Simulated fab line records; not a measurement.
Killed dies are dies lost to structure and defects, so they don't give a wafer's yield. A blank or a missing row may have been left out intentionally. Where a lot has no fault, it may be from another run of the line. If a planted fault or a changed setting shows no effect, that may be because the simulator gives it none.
A lot that was struck, set against a sound lot | flow gf180mcu | 16 out of 602 route steps
Sound: the wafers L788.1, L788.4, L788.5. Struck: wafer L796.1 (L796.2, L796.6, from the same lot, were not struck and are left out); the cause is given at the end.
At each step with rows: each side's tool, then ch and its chambers, then its first start. Under that, the readings that differ: sound wafers | struck wafers | difference of the means | sigmas: that difference in standard deviations of wafers without a fault.
alike: readings whose means differ by less than 2 such deviations, and words and numbers that are the same on both sides. not compared: withheld readings, readings that some wafer has no value for, bounds like >300 that may hide the same value, and numbers for which the record gives no deviation and whose values overlap.
A row with sigmas, a row that says differs or no value, or rows on one side alone: a step with any of these is where the two part. When numbers do not overlap yet have no deviation, they are printed without sigmas and do not part them. A reading missing from all wafers of one side parts the sides only when that side holds two or more wafers.

GF_V3_BOW_MEAS_05:
  sound on film-metro-04 at day 23 13:35; struck on film-metro-04 at day 25 22:46
  alike: V3_BOW
then, 8 steps without rows for these wafers: GF_V3_DEHYDRATE_06 (time 60 s); GF_V3_HMDS_07 (prime time 60 s); GF_V3_COAT_08; GF_V3_COAT_09 (resist thk 1000 nm); GF_V3_SOFTBAKE_10 (time 60 s); GF_V3_EXPOSE_11 (exposes mask Via3, target cd 260 nm); GF_V3_PEB_12 (peb time 90 s); GF_V3_DEVELOP_13 (develop time 60 s).
GF_V3_CD_MEAS_14: target cd 260 nm.
  sound on cd-sem-01 at day 24 11:41; struck on cd-sem-01 at day 26 19:50
  alike: cd-nm
GF_V3_OVL_MEAS_15:
  sound on overlay-02 at day 24 11:48; struck on overlay-01 at day 26 19:57
  alike: V3_OVL
GF_V3_ETCH_16: etches BARC in N2/H2.
  sound on rie-diel-02 ch 0,2, day 24 11:50; struck on rie-diel-04 ch 1, day 26 19:59
  reading               | sound             | struck | difference | sigmas
  oes-product-au (a.u.) | 0.847 0.854 0.851 | 0.862  | +0.011     | +3
  alike: bias-w, drypump-motor-current-A, throttle-valve-pct
GF_V3_ETCH_17: etches SiO2 in C4F8/O2/Ar, stops on TiN, target depth 635 nm.
  sound on rie-diel-02 ch 0,2, day 24 11:00; struck on rie-diel-04 ch 1, day 26 20:00
  reading                                | sound          | struck | difference | sigmas
  bias-w (W)                             | 1196 1200 1205 | 1426   | +226       | +61
  model.TiN_of_M3_SPUTTER_04.thk-nm (nm) | 51.48 52 52.07 | 49.9   | -2.0       |
  alike: oes-product-au
GF_V3_STRIP_18: strips in O2/N2.
  sound on plasma-asher-04 ch 0,1, day 24 11:58; struck on plasma-asher-02 ch 0, day 26 20:07
  reading                     | sound       | struck | difference | sigmas
  drypump-motor-current-A (A) | 5.5 5.2 5.5 | 6.2    | +0.8       | +2
  alike: heater-power-w, oes-product-au
  not compared: rf-hours-counter-h
GF_V3_STRIP_19: strips in post etch residue remover, time 1200 s.
  sound on wet-bench-03 ch 1, day 24 12:04; struck on wet-bench-01 ch 2, day 26 20:13
  reading                                | sound             | struck | difference | sigmas
  model.TiN_of_M3_SPUTTER_04.thk-nm (nm) | 51.05 51.58 51.65 | 49.48  | -1.95      |
then, 1 step without rows for these wafers: GF_V3_CLEAN_20 (cleans in DIW).

WHERE THEY PART
At GF_V3_ETCH_16 first; at GF_V3_STRIP_18 last (within this record only).

WHY: the cause the simulator had injected
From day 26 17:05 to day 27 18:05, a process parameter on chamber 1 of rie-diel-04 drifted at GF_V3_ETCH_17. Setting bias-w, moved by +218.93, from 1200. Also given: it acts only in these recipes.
